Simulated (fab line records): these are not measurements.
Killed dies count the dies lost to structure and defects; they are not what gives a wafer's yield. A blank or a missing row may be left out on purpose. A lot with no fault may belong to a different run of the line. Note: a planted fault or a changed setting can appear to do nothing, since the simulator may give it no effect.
Struck lot and sound lot, side by side ; flow sky130 ; 14 out of 708 route steps
Sound: wafers L915.1, L915.2, L915.6. Wafers L905.2, L905.4, L905.5 were the ones struck. The cause comes at the end.
Each step with rows lists, per side, the tool, then ch with its chambers, then its first start. Under that, the readings that differ: sound wafers ; struck wafers ; difference of the means ; sigmas: that difference in standard deviations of wafers without a fault.
alike: words and numbers the same on both sides, and readings whose means are apart by under 2 such deviations; not compared: readings that were withheld, readings missing a value for some wafer, numbers with overlapping values and no deviation given by the record, and bounds like >300 which may hide the same value.
A row with sigmas, a row that says differs or no value, or rows on one side alone: a step with any of these is where the two part. Numbers that don't overlap but have no deviation are shown without sigmas and don't part them. Lack of a reading on every wafer of one side parts them only where that side has two or more wafers.

first, 2 steps without rows for these wafers: SKY_METAL1_CLEAN_23 (cleans in O3/DIW); SKY_VIA1_HDPCVD_00 (deposits SiO2, target thk 1030 nm, time 171.7 s).
SKY_VIA1_THK_MEAS_01:
  sound on film metro-03, day 37 03:37; struck on film metro-04, day 34 01:00
  alike: VIA1_HDPCVD_THK
SKY_VIA1_CMP_02: polishes SiO2.
  sound on cmp-02 ch 0,1,3, day 37 03:41; struck on cmp-01 ch 1,2,3, day 34 01:10
  alike: motor current A
SKY_VIA1_BOW_MEAS_03:
  sound on film metro-04, day 37 03:59; struck on film metro-01, day 34 01:29
  alike: VIA1_BOW
then, 7 steps without rows for these wafers: SKY_VIA1_DEHYDRATE_04 (time 60 s); SKY_VIA1_HMDS_05 (prime time 60 s); SKY_VIA1_COAT_06 (resist thk 60 nm); SKY_VIA1_COAT_07 (resist thk 450 nm); SKY_VIA1_SOFTBAKE_08 (time 90 s); SKY_VIA1_EXPOSE_09 (exposes mask VIM, target cd 150 nm); SKY_VIA1_PEB_10.
SKY_VIA1_DEVELOP_11: develop time 60 s.
  sound on litho track-02 ch 0, day 38 05:00; struck on litho track-03, day 35 03:00
  no value came back on the struck wafers for chill plate temp C (C), develop time s (s), resist line temp C (C); on the sound wafers chill plate temp C (C) reads 23.16 22.92 23.09
reading;sound;struck;difference;sigmas
model.KrF-thick_of_VIA1_COAT_07.thk nm (nm);435.4 435.1 434.9;451.3 451.8 451.8;+16.5;
SKY_VIA1_CD_MEAS_12 targets a cd of 150 nm.
  sound on cd sem-02, day 38 05:56; struck on cd sem-01, day 35 03:28
reading;sound;struck;difference;sigmas
cd nm (nm);149.5 149.2 149.7;- - -;no value on the struck wafers;

WHERE THEY PART
First at SKY_VIA1_DEVELOP_11; last, within this record, at SKY_VIA1_CD_MEAS_12.

WHY: whatever the simulator had introduced
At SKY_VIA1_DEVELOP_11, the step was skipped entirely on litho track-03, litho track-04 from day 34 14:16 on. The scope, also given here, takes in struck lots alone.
